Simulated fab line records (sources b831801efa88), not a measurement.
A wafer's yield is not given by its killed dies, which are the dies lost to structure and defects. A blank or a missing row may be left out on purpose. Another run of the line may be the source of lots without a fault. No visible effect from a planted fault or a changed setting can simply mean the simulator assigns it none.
Which tool was responsible? | flow sky130 | 24 lots with 72 wafers sampled at 6 steps, on a route of 708 steps

== WHAT EACH GAUGE READ, for each wafer ==
SKY_CONTACT_THK_MEAS_26: measures by xrf.
lot  | measured     | on            | CONTACT_W_THK (nm)
L074 | day 31 12:40 | film-metro-02 | 351 348 356
L077 | day 32 02:04 | film-metro-01 | 356 349 351
L075 | day 32 03:16 | film-metro-04 | 353 352 347
L076 | day 32 08:01 | film-metro-01 | 343 342 354
L078 | day 32 12:22 | film-metro-01 | 343 342 348
L079 | day 32 15:34 | film-metro-01 | 340 351 343
L080 | day 33 08:44 | film-metro-01 | 349 349 359
L081 | day 33 23:05 | film-metro-01 | 360 358 345
L082 | day 34 00:29 | film-metro-01 | 344 349 344
L083 | day 34 07:42 | film-metro-02 | 344 356 342
L084 | day 34 19:14 | film-metro-02 | 359 355 340
L085 | day 35 16:29 | film-metro-04 | 354 345 352
L086 | day 35 20:18 | film-metro-04 | 358 344 346
L087 | day 35 21:16 | film-metro-04 | 348 342 353
L088 | day 36 02:16 | film-metro-01 | 337 335 337
L089 | day 36 08:16 | film-metro-04 | 338 342 351
L090 | day 36 19:49 | film-metro-01 | 349 346 345
L091 | day 36 23:07 | film-metro-02 | 358 349 357
L092 | day 37 01:39 | film-metro-01 | 334 342 335
L093 | day 37 11:24 | film-metro-01 | 345 344 347
L094 | day 38 04:34 | film-metro-04 | 341 346 349
L095 | day 38 06:20 | film-metro-01 | 346 344 342
L096 | day 38 14:08 | film-metro-01 | 355 345 355
L097 | day 39 02:29 | film-metro-02 | 340 344 341

SKY_VIA1_OVL_MEAS_13.
lot  | measured     | on         | VIA1_OVL (nm)
L074 | day 33 18:35 | overlay-01 | 2 -2 5
L077 | day 34 07:56 | overlay-01 | -2 -7 1
L075 | day 34 10:43 | overlay-02 | -3 2 7
L076 | day 34 14:20 | overlay-02 | 1 8 -7
L078 | day 34 19:20 | overlay-02 | 12 9 8
L079 | day 34 22:25 | overlay-02 | -2 -7 -3
L080 | day 35 15:46 | overlay-01 | 6 1 3
L081 | day 36 06:21 | overlay-01 | 5 13 -3
L082 | day 36 08:20 | overlay-01 | -2 5 9
L083 | day 36 15:12 | overlay-01 | 0 1 6
L084 | day 37 03:09 | overlay-01 | -3 6 4
L085 | day 38 00:35 | overlay-02 | 4 -1 -7
L086 | day 38 04:56 | overlay-02 | 12 13 12
L087 | day 38 05:37 | overlay-01 | -5 2 -2
L088 | day 38 10:17 | overlay-01 | -1 4 7
L089 | day 38 15:41 | overlay-02 | 4 1 10
L090 | day 39 03:25 | overlay-01 | 0 -5 -10
L091 | day 39 06:16 | overlay-01 | 4 5 -1
L092 | day 39 09:52 | overlay-01 | 9 -1 0
L093 | day 39 17:58 | overlay-01 | 2 9 -1
L094 | day 40 10:46 | overlay-02 | 8 11 -8
L095 | day 40 11:45 | overlay-01 | -2 6 5
L096 | day 40 18:17 | overlay-02 | 10 -3 -1
L097 | day 41 06:08 | overlay-02 | 6 14 6

SKY_METAL2_RS_MEAS_05: uses a four-point probe to measure.
lot  | measured     | on            | METAL2_ALCU_RS (ohm/sq)
L074 | day 33 20:06 | film-metro-01 | 0.1288 0.1253 0.1301
L077 | day 34 09:28 | film-metro-03 | 0.1272 0.1272 0.1261
L075 | day 34 12:18 | film-metro-04 | 0.1241 0.1239 0.1242
L076 | day 34 16:04 | film-metro-01 | 0.1262 0.1268 0.1265
L078 | day 34 20:52 | film-metro-03 | 0.1274 0.1254 0.1271
L079 | day 34 23:56 | film-metro-04 | 0.1239 0.1259 0.1245
L080 | day 35 17:17 | film-metro-01 | 0.1290 0.1285 0.1288
L081 | day 36 07:52 | film-metro-01 | 0.1259 0.1268 0.1260
L082 | day 36 09:50 | film-metro-01 | 0.1234 0.1241 0.1266
L083 | day 36 17:12 | film-metro-03 | 0.1297 0.1279 0.1287
L084 | day 37 04:41 | film-metro-03 | 0.1268 0.1287 0.1278
L085 | day 38 02:06 | film-metro-01 | 0.1320 0.1298 0.1306
L086 | day 38 06:26 | film-metro-03 | 0.1270 0.1295 0.1286
L087 | day 38 07:06 | film-metro-03 | 0.1268 0.1254 0.1279
L088 | day 38 11:48 | film-metro-01 | 0.1253 0.1270 0.1246
L089 | day 38 17:11 | film-metro-03 | 0.1286 0.1272 0.1302
L090 | day 39 04:55 | film-metro-03 | 0.1276 0.1261 0.1247
L091 | day 39 07:46 | film-metro-01 | 0.1265 0.1296 0.1300
L092 | day 39 11:21 | film-metro-03 | 0.1296 0.1287 0.1288
L093 | day 39 19:29 | film-metro-01 | 0.1285 0.1248 0.1265
L094 | day 40 12:28 | film-metro-01 | 0.1256 0.1239 0.1232
L095 | day 40 13:17 | film-metro-04 | 0.1264 0.1265 0.1260
L096 | day 40 19:49 | film-metro-03 | 0.1288 0.1306 0.1286
L097 | day 41 07:38 | film-metro-04 | 0.1252 0.1258 0.1277

SKY_VIA2_RS_MEAS_22: uses a four-point probe to measure.
lot  | measured     | on            | VIA2_W_RS (ohm/sq)
L074 | day 36 05:01 | film-metro-01 | 0.270 0.268 0.276
L077 | day 36 18:30 | film-metro-04 | 0.270 0.273 0.276
L075 | day 36 20:11 | film-metro-04 | 0.273 0.277 0.279
L076 | day 37 00:13 | film-metro-02 | 0.274 0.272 0.271
L078 | day 37 05:09 | film-metro-01 | 0.274 0.270 0.273
L079 | day 37 08:07 | film-metro-01 | 0.273 0.268 0.270
L080 | day 38 02:03 | film-metro-02 | 0.277 0.279 0.268
L081 | day 38 15:55 | film-metro-02 | 0.279 0.271 0.277
L082 | day 38 18:25 | film-metro-01 | 0.278 0.278 0.278
L083 | day 39 01:14 | film-metro-01 | 0.277 0.276 0.276
L084 | day 39 13:30 | film-metro-01 | 0.276 0.272 0.277
L085 | day 40 08:52 | film-metro-02 | 0.277 0.272 0.276
L086 | day 40 12:53 | film-metro-01 | 0.268 0.266 0.274
L087 | day 40 13:44 | film-metro-02 | 0.282 0.283 0.283
L088 | day 40 17:42 | film-metro-01 | 0.276 0.275 0.272
L089 | day 40 21:43 | film-metro-04 | 0.279 0.277 0.276
L090 | day 41 07:41 | film-metro-01 | 0.271 0.280 0.269
L091 | day 41 10:55 | film-metro-01 | 0.276 0.275 0.276
L092 | day 41 15:12 | film-metro-01 | 0.274 0.273 0.270
L093 | day 41 22:10 | film-metro-01 | 0.277 0.278 0.275
L094 | day 42 14:12 | film-metro-02 | 0.278 0.277 0.278
L095 | day 42 15:25 | film-metro-04 | 0.273 0.279 0.273
L096 | day 42 21:40 | film-metro-01 | 0.280 0.282 0.281
L097 | day 43 08:59 | film-metro-02 | 0.276 0.276 0.277

SKY_CAPM_THK_MEAS_04: measures by xrf.
lot  | measured     | on            | CAPM_TIN_THK (nm)
L074 | day 36 05:56 | film-metro-01 | 201.2 198.1 198.0
L077 | day 36 19:26 | film-metro-01 | 200.5 201.5 197.6
L075 | day 36 21:08 | film-metro-03 | 198.2 202.7 200.2
L076 | day 37 01:08 | film-metro-01 | 198.1 195.3 193.7
L078 | day 37 06:05 | film-metro-03 | 201.1 201.5 198.1
L079 | day 37 09:03 | film-metro-02 | 202.1 202.8 203.6
L080 | day 38 02:59 | film-metro-03 | 198.5 201.0 198.4
L081 | day 38 16:51 | film-metro-01 | 197.0 197.3 196.6
L082 | day 38 19:21 | film-metro-01 | 197.5 199.1 200.5
L083 | day 39 02:19 | film-metro-01 | 197.2 197.7 197.7
L084 | day 39 14:26 | film-metro-02 | 201.8 199.5 204.5
L085 | day 40 09:47 | film-metro-01 | 198.6 197.4 197.7
L086 | day 40 13:50 | film-metro-03 | 203.4 200.1 206.1
L087 | day 40 14:41 | film-metro-03 | 200.1 200.0 199.6
L088 | day 40 18:38 | film-metro-03 | 202.7 204.7 203.2
L089 | day 40 22:39 | film-metro-01 | 199.5 200.4 202.2
L090 | day 41 08:38 | film-metro-01 | 197.2 200.6 199.0
L091 | day 41 11:51 | film-metro-03 | 198.2 201.4 199.1
L092 | day 41 16:08 | film-metro-02 | 201.5 199.4 198.9
L093 | day 41 23:06 | film-metro-01 | 198.6 203.4 197.9
L094 | day 42 15:08 | film-metro-01 | 203.2 201.6 199.8
L095 | day 42 16:21 | film-metro-02 | 200.0 203.7 198.6
L096 | day 42 22:35 | film-metro-01 | 201.7 197.1 197.6
L097 | day 43 09:56 | film-metro-01 | 195.5 196.0 194.3

== EACH LOT AND THE TOOL THAT RAN IT (in order: tool; ch and the chambers of the sampled wafers; start) ==
lot  | SKY_METAL2_SPUTTER_04
L074 | pvd-sputter-02, day 33 20:02
L077 | pvd-sputter-03, day 34 09:25
L075 | pvd-sputter-03, day 34 12:15
L076 | pvd-sputter-03, day 34 15:59
L078 | pvd-sputter-03, day 34 20:48
L079 | pvd-sputter-03, day 34 23:53
L080 | pvd-sputter-02, day 35 17:14
L081 | pvd-sputter-03, day 36 07:47
L082 | pvd-sputter-02, day 36 09:46
L083 | pvd-sputter-04, day 36 17:07
L084 | pvd-sputter-04, day 37 04:37
L085 | pvd-sputter-04, day 38 02:01
L086 | pvd-sputter-02, day 38 06:23
L087 | pvd-sputter-03, day 38 07:03
L088 | pvd-sputter-02, day 38 11:45
L089 | pvd-sputter-03, day 38 17:07
L090 | pvd-sputter-02, day 39 04:52
L091 | pvd-sputter-02, day 39 07:42
L092 | pvd-sputter-04, day 39 11:18
L093 | pvd-sputter-04, day 39 19:26
L094 | pvd-sputter-04, day 40 12:25
L095 | pvd-sputter-04, day 40 13:12
L096 | pvd-sputter-04, day 40 19:44
L097 | pvd-sputter-03, day 41 07:34
- SKY_METAL2_SPUTTER_04: material TiN, target thk 70 nm, time 58.3 s.

== AS READ BY THE TOOLS THEMSELVES (means over the sampled wafers that have a number; for cases with no such wafer, the mark the record gives instead) ==
SKY_METAL2_SPUTTER_04.
lot  | tool           | throttle-valve-pct (%)
L074 | pvd-sputter-02 | 31.1
L077 | pvd-sputter-03 | 28.6
L075 | pvd-sputter-03 | 28.8
L076 | pvd-sputter-03 | 28.9
L078 | pvd-sputter-03 | 28.8
L079 | pvd-sputter-03 | 28.7
L080 | pvd-sputter-02 | 31.1
L081 | pvd-sputter-03 | 28.8
L082 | pvd-sputter-02 | 31.0
L083 | pvd-sputter-04 | 29.2
L084 | pvd-sputter-04 | 29.7
L085 | pvd-sputter-04 | 29.7
L086 | pvd-sputter-02 | 30.4
L087 | pvd-sputter-03 | 28.8
L088 | pvd-sputter-02 | 31.0
L089 | pvd-sputter-03 | 28.8
L090 | pvd-sputter-02 | 30.7
L091 | pvd-sputter-02 | 30.5
L092 | pvd-sputter-04 | 28.9
L093 | pvd-sputter-04 | 29.7
L094 | pvd-sputter-04 | 29.4
L095 | pvd-sputter-04 | 29.6
L096 | pvd-sputter-04 | 29.0
L097 | pvd-sputter-03 | 28.8

== THE ANSWER, worked out from the rows above alone ==
Rule: the usual values come from the lots themselves. The widest of any qualifying gaps counts: lots, ordered by their means at a reading, are off when they make up no more than a third of the lots, leave a main group of 4 or more, and stand apart from it by 3 or more times the standard deviation of that group's means. The tables above print the reading to a certain number of digits; a main group whose means all agree to those digits is not used. Also off: a lot with no number at a reading for which 4 or more lots have one. The other lots that the step has rows for count as sound. First the gauges in route order, then the tools' own readings, where a lot's mean is used as printed above. At the first step where some lot is off, the reading lying furthest off is the one used; lots without a number count as furthest.
No lot is off at any reading shown: from this, nothing can be told.

== WHAT THE SIMULATOR HAD INSERTED ==
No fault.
